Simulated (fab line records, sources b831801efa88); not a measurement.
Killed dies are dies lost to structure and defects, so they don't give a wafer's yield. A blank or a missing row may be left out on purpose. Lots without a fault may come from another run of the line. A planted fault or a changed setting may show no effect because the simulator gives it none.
fab line records | flow sky130
record lots=10 wafers=30 last_day=50
route steps=708 shown SD_N@353 RES_XHIGH@360 VIA3@594
lots that met no fault: from a run of the same line without faults
start_h: hours from the record's first day to the start of the lot's first wafer shown | wait_h: hours since the lot's step before | " the same as in the row above | L1.1+2: a row that stands for several wafers | - no value, or no start given | * or withheld: withheld | < > ~ a bound
route shown NAME@n: a module of which the file shows steps, and the number in the route of the first | usual: mean/standard deviation of fault-free wafers | same: alike in all rows | chamber/n: place in a boat | sites: the reading at each site | _std_site: their standard deviation | _edge_site: outer sites' mean less inner sites' | radius_mm: how far each site lies from the wafer's centre | mask NAME#n: copy n | behind: the tool/chamber that last shaped the wafer | hold: why the lot was held/for how many hours/how that ended | device: the transistor (n, p or np) that didn't switch | end of line: the same wafers' tests at the end of the route | a step without rows: its recipe alone | killed: dies lost to structure and defects at the first sort, not the wafer's yield | map: a wafer's dies, x killed, . not, _ none there
set.NAME: the setting as run; set.NAME@STEP: as run at that earlier step | model.NAME: the simulator's own value behind a step, which no gauge read
steps of the route over a sample of lots; a table a step, a row a wafer
services: from which hour (start_h, from the record's first day; less than 0 if before it) a tool's chamber was out of use, for how many hours, and why
## steps
# step SKY_SD_N_STRIP_11
# recipe chemistry=O2/N2 power_w=1400 pressure_mtorr=1500 platen_temp_c=withheld o2_flow_sccm=3000 n2_flow_sccm=300 overash_fraction=0.5
# usual drypump_motor_current_A=5.4/0.37 n2_flow_sccm=299.8/0.84 oes_product_au=0.527/0.0046 strip_time_to_endpoint_s=22.55/0.044
# columns lot.wafer tool chamber start_h wait_h drypump_motor_current_A n2_flow_sccm oes_product_au rf_hours_counter_h strip_time_to_endpoint_s
L624.1 plasma_asher-01 1 643.93 0.1 5.0 299.4 0.528 19 22.60
L624.2 " 0 " " 6.1 301.2 0.522 19 22.58
L624.3 " 0 " " 6.1 300.0 0.519 - 22.58
L625.1 plasma_asher-04 0 665.63 0.1 5.1 300.7 0.522 86 22.56
L625.2 " 1 " " 5.8 300.2 0.530 86 22.56
L625.5 " 0 " " 5.1 299.2 0.530 - 22.58
L632.2 plasma_asher-03 1 722.10 0.1 5.2 299.5 0.526 59 22.49
L632.3 " 1 " " 5.3 300.0 0.530 - 22.54
L632.6 " 1 " " 5.2 299.5 0.529 - 22.50
L631.2 plasma_asher-01 1 726.42 0.1 5.0 300.0 0.522 28 22.57
L631.4 " 1 " " 5.0 299.3 0.525 - 22.55
L631.5 " 1 " " 5.0 298.8 0.532 - 22.51
L633.3 plasma_asher-03 1 729.09 0.1 5.2 300.0 0.528 - 22.58
L633.4 " 0 " " 5.3 300.2 0.526 - 22.57
L633.5 " 1 " " 5.2 299.7 0.530 - 22.64
L642.1 plasma_asher-04 1 801.27 0.1 5.8 300.1 0.528 100 22.57
L642.2 " 0 " " 5.1 300.0 0.522 100 22.61
L642.6 " 1 " " 5.8 298.6 0.525 - 22.62
L643.1 plasma_asher-03 0 805.46 0.1 5.3 299.1 0.527 67 22.52
L643.3 " 1 " " 5.2 299.6 0.526 - 22.53
L643.6 " 0 " " 5.3 299.1 0.530 - 22.55
L644.1 plasma_asher-01 1 810.15 0.1 5.0 299.5 0.527 36 22.51
L644.3 " 1 " " 5.0 299.7 0.528 - 22.53
L644.6 " 1 " " 5.0 298.0 0.528 - 22.53
L645.2 plasma_asher-01 1 821.87 0.1 5.0 300.4 0.524 37 22.58
L645.4 " 0 " " 6.1 299.4 0.527 - 22.58
L645.5 " 1 " " 5.0 300.8 0.529 - 22.61
L646.1 plasma_asher-03 0 825.95 0.1 5.3 298.4 0.519 70 22.59
L646.3 " 1 " " 5.3 300.9 0.526 - 22.56
L646.4 " 0 " " 5.3 298.4 0.537 - 22.55
# step SKY_SD_N_RS_MEAS_16
# recipe thk_meas_gauge=four-point-probe
# usual SD_N_RS=68.61/0.11
# columns lot.wafer tool chamber start_h wait_h SD_N_RS[ohm/sq]
L624.1 film_metro-01 - 644.33 0.1 68.83
L624.2 " - " " 68.57
L624.3 " - " " 68.86
L625.1 film_metro-02 - 666.01 0.1 68.63
L625.2 " - " " 68.49
L625.5 " - " " 68.65
L632.2 film_metro-03 - 722.51 0.1 68.72
L632.3 " - " " 68.72
L632.6 " - " " 68.64
L631.2 film_metro-03 - 726.83 0.1 68.68
L631.4 " - " " 68.67
L631.5 " - " " 68.74
L633.3 film_metro-02 - 729.52 0.1 68.78
L633.4 " - " " 68.80
L633.5 " - " " 68.81
L642.1 film_metro-03 - 801.66 0.1 68.53
L642.2 " - " " 68.45
L642.6 " - " " 68.42
L643.1 film_metro-02 - 805.84 0.1 68.71
L643.3 " - " " 68.60
L643.6 " - " " 68.72
L644.1 film_metro-02 - 810.54 0.1 68.48
L644.3 " - " " 68.63
L644.6 " - " " 68.58
L645.2 film_metro-02 - 822.28 0.1 68.73
L645.4 " - " " 68.82
L645.5 " - " " 68.70
L646.1 film_metro-03 - 826.34 0.1 68.42
L646.3 " - " " 68.64
L646.4 " - " " 68.74
# step SKY_SD_N_RS_MEAS_18
# recipe thk_meas_gauge=four-point-probe
# usual RES_XHIGH_RS=333.7/0.96
# columns lot.wafer tool chamber start_h wait_h RES_XHIGH_RS[ohm/sq]
L624.1 film_metro-01 - 644.57 0.1 334.7
L624.2 " - " " 335.5
L624.3 " - " " 334.1
L625.1 film_metro-02 - 666.25 0.1 333.5
L625.2 " - " " 332.1
L625.5 " - " " 332.5
L632.2 film_metro-03 - 722.75 0.1 333.5
L632.3 " - " " 333.9
L632.6 " - " " 333.6
L631.2 film_metro-03 - 727.07 0.1 332.8
L631.4 " - " " 333.5
L631.5 " - " " 334.3
L633.3 film_metro-02 - 729.76 0.1 333.4
L633.4 " - " " 334.7
L633.5 " - " " 334.5
L642.1 film_metro-03 - 801.90 0.1 333.9
L642.2 " - " " 334.8
L642.6 " - " " 333.9
L643.1 film_metro-02 - 806.08 0.1 335.2
L643.3 " - " " 333.9
L643.6 " - " " 334.5
L644.1 film_metro-02 - 810.78 0.1 332.8
L644.3 " - " " 333.5
L644.6 " - " " 333.7
L645.2 film_metro-02 - 822.52 0.1 335.5
L645.4 " - " " 334.9
L645.5 " - " " 334.6
L646.1 film_metro-03 - 826.58 0.1 332.7
L646.3 " - " " 333.7
L646.4 " - " " 332.5
# step SKY_VIA3_CVD_21
# recipe material=W target_thk_nm=390 time_s=117.31 temp_c=400 pressure_torr=40
# usual heater_power_w=777/57
# columns lot.wafer tool chamber start_h wait_h heater_power_w
L624.1 cvd_w-01 0 929.42 0.0 744
L624.2 " 1 " " 846
L624.3 " 0 " " 738
L625.1 cvd_w-02 1 949.05 0.0 716
L625.2 " 0 " " 773
L625.5 " 0 " " 798
L632.2 cvd_w-02 1 996.68 0.0 711
L632.3 " 1 " " 708
L632.6 " 1 " " 708
L631.2 cvd_w-01 1 1000.38 0.0 848
L631.4 " 1 " " 856
L631.5 " 1 " " 819
L633.3 cvd_w-01 0 1004.21 0.1 738
L633.4 " 1 " " 853
L633.5 " 0 " " 755
L642.1 cvd_w-01 0 1062.87 0.0 749
L642.2 " 1 " " 857
L642.6 " 0 " " 755
L643.1 cvd_w-01 1 1064.98 0.0 862
L643.3 " 1 " " 857
L643.6 " 0 " " 739
L644.1 cvd_w-02 1 1069.73 0.0 711
L644.3 " 0 " " 800
L644.6 " 0 " " 807
L645.2 cvd_w-02 1 1079.67 0.0 738
L645.4 " 0 " " 833
L645.5 " 0 " " 813
L646.1 cvd_w-02 0 1083.95 0.0 815
L646.3 " 1 " " 724
L646.4 " 0 " " 805
# step SKY_VIA3_RS_MEAS_22
# recipe thk_meas_gauge=four-point-probe reads=W_of_VIA3_CVD_21+TiN_of_VIA3_SPUTTER_20
# usual VIA3_W_RS=0.293/0.0031
# columns lot.wafer tool chamber start_h wait_h VIA3_W_RS[ohm/sq]
L624.1 film_metro-02 - 929.54 0.1 0.293
L624.2 " - " " 0.290
L624.3 " - " " 0.295
L625.1 film_metro-02 - 949.18 0.1 0.298
L625.2 " - " " 0.293
L625.5 " - " " 0.292
L632.2 film_metro-02 - 996.83 0.1 0.294
L632.3 " - " " 0.296
L632.6 " - " " 0.291
L631.2 film_metro-02 - 1000.52 0.1 0.290
L631.4 " - " " 0.288
L631.5 " - " " 0.293
L633.3 film_metro-01 - 1004.33 0.1 0.298
L633.4 " - " " 0.290
L633.5 " - " " 0.300
L642.1 film_metro-02 - 1063.00 0.1 0.190
L642.2 " - " " 0.292
L642.6 " - " " 0.294
L643.1 film_metro-02 - 1065.11 0.1 0.188
L643.3 " - " " 0.187
L643.6 " - " " 0.294
L644.1 film_metro-02 - 1069.85 0.1 0.292
L644.3 " - " " 0.292
L644.6 " - " " 0.291
L645.2 film_metro-01 - 1079.82 0.1 0.294
L645.4 " - " " 0.292
L645.5 " - " " 0.292
L646.1 film_metro-02 - 1084.07 0.1 0.292
L646.3 " - " " 0.294
L646.4 " - " " 0.290
# step SKY_VIA3_THK_MEAS_23
# recipe thk_meas_gauge=xrf reads=W_of_VIA3_CVD_21
# usual VIA3_W_THK=396/5.6
# columns lot.wafer tool chamber start_h wait_h VIA3_W_THK[nm]
L624.1 film_metro-02 - 929.66 0.1 395
L624.2 " - " " 402
L624.3 " - " " 394
L625.1 film_metro-02 - 949.30 0.1 387
L625.2 " - " " 391
L625.5 " - " " 395
L632.2 film_metro-02 - 996.94 0.1 392
L632.3 " - " " 389
L632.6 " - " " 396
L631.2 film_metro-02 - 1000.63 0.1 397
L631.4 " - " " 399
L631.5 " - " " 391
L633.3 film_metro-01 - 1004.43 0.1 397
L633.4 " - " " 408
L633.5 " - " " 394
L642.1 film_metro-02 - 1063.12 0.1 -
L642.2 " - " " 398
L642.6 " - " " 396
L643.1 film_metro-02 - 1065.23 0.1 -
L643.3 " - " " -
L643.6 " - " " 395
L644.1 film_metro-02 - 1069.97 0.1 398
L644.3 " - " " 398
L644.6 " - " " 402
L645.2 film_metro-01 - 1079.93 0.1 398
L645.4 " - " " 400
L645.5 " - " " 405
L646.1 film_metro-02 - 1084.19 0.1 394
L646.3 " - " " 394
L646.4 " - " " 397
# step SKY_VIA3_CMP_24
# recipe stop_on=SiO2 t_overpolish_s=20 down_force_psi=3.5 platen_rpm=60 target_thk_nm=0 pad_velocity_m_s=0.94248
# usual head_pressure_psi=3.499/0.0077 motor_current_A=10.3/1.1 retaining_ring_pressure_frac=1.000/0.0047 time_to_endpoint_s=96/3.6
# columns lot.wafer tool chamber start_h wait_h head_pressure_psi motor_current_A retaining_ring_pressure_frac time_to_endpoint_s
L624.1 cmp-02 2 929.77 0.1 3.501 8.9 0.996 90
L624.2 " 3 " " 3.495 9.6 1.002 95
L624.3 " 0 " " 3.487 11.7 0.993 95
L625.2 cmp-01 1 949.46 0.1 3.488 11.1 1.000 93
L625.1 " 2 " " 3.512 9.6 0.998 94
L625.5 " 0 " " 3.498 11.9 0.994 96
L632.2 cmp-02 2 997.09 0.1 3.505 9.2 1.000 92
L632.3 " 1 " " 3.492 11.9 0.991 97
L632.6 " 3 " " 3.496 10.2 1.002 96
L631.4 cmp-02 0 1000.78 0.1 3.492 11.8 1.002 102
L631.2 " 3 " " 3.495 10.2 1.011 103
L631.5 " 0 " " 3.486 11.6 0.994 98
L633.3 cmp-02 2 1004.73 0.3 3.489 9.1 0.999 93
L633.4 " 3 " " 3.499 8.8 0.997 97
L633.5 " 3 " " 3.505 10.0 1.001 97
L642.2 cmp-02 2 1063.55 0.4 3.490 8.6 0.997 94
L642.1 " 1 " " 3.484 11.1 1.004 149
L642.6 " 2 " " 3.499 8.7 1.000 93
L643.1 cmp-02 2 1065.29 0.1 3.500 8.9 1.007 147
L643.3 " 1 " " 3.504 10.8 0.994 150
L643.6 " 2 " " 3.499 8.8 0.998 96
L644.1 cmp-02 1 1070.13 0.1 3.501 11.2 0.998 97
L644.3 " 2 " " 3.505 8.6 1.003 95
L644.6 " 0 " " 3.513 11.5 0.995 103
L645.2 cmp-01 0 1080.20 0.3 3.501 11.9 0.991 94
L645.4 " 1 " " 3.508 10.5 0.996 88
L645.5 " 1 " " 3.506 11.0 1.002 93
L646.4 cmp-02 1 1084.31 0.1 3.496 11.1 1.005 97
L646.3 " 2 " " 3.499 8.8 1.007 92
L646.1 " 0 " " 3.508 11.5 1.000 97
## services
# columns tool chamber start_h hours kind
cvd_w-01 0 640.20 8.5 repair
cmp-02 - 670.99 5.2 pm
cvd_w-02 1 677.59 18.6 repair
cmp-02 - 684.45 5.5 repair
cmp-02 - 687.06 1.2 repair
cvd_w-02 - 696.38 6.9 pm
cmp-02 - 710.32 1.0 repair
cmp-02 - 731.66 4.1 pm
cvd_w-01 1 751.73 3.9 repair
cvd_w-01 - 755.25 6.0 pm
cvd_w-02 - 766.66 0.8 repair
cvd_w-02 - 768.70 2.8 pm
cvd_w-02 - 780.79 1.3 repair
cmp-02 - 805.09 4.1 repair
cmp-02 - 811.65 0.3 repair
cmp-02 - 820.57 6.8 repair
cvd_w-02 1 834.11 2.7 repair
cmp-02 - 834.81 2.2 repair
cvd_w-02 - 884.86 0.3 repair
cvd_w-02 0 887.51 11.7 repair
cmp-02 - 912.13 4.0 pm
cmp-02 - 916.07 0.6 repair
cmp-02 - 997.62 0.3 repair
cmp-02 - 1039.99 4.5 pm
## key
first_sign step=SKY_VIA3_RS_MEAS_22 reading=VIA3_W_RS direction=down sigmas=34 usual=0.293 struck=0.188
effect step=SKY_VIA3_THK_MEAS_23 reading=VIA3_W_THK direction=missing
effect step=SKY_VIA3_CMP_24 reading=time_to_endpoint_s direction=up sigmas=15 usual=* struck=*
met_at SKY_VIA3_CVD_21
struck_lots L642,L643
struck_wafers L642.1,L643.1,L643.3
not_acting_at SKY_SD_N_STRIP_11,SKY_SD_N_RS_MEAS_16,SKY_SD_N_RS_MEAS_18
onset_between 1004.21 1062.87
fault kind=process_parameter_drift tool=cvd_w-01 chamber=- onset_h=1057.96 steps=SKY_VIA3_CVD_21 channel=target_thk_nm offset=210.92 shape=step end_h=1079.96 scope=struck_wafers_only acts_in=these_recipes_only stated=390
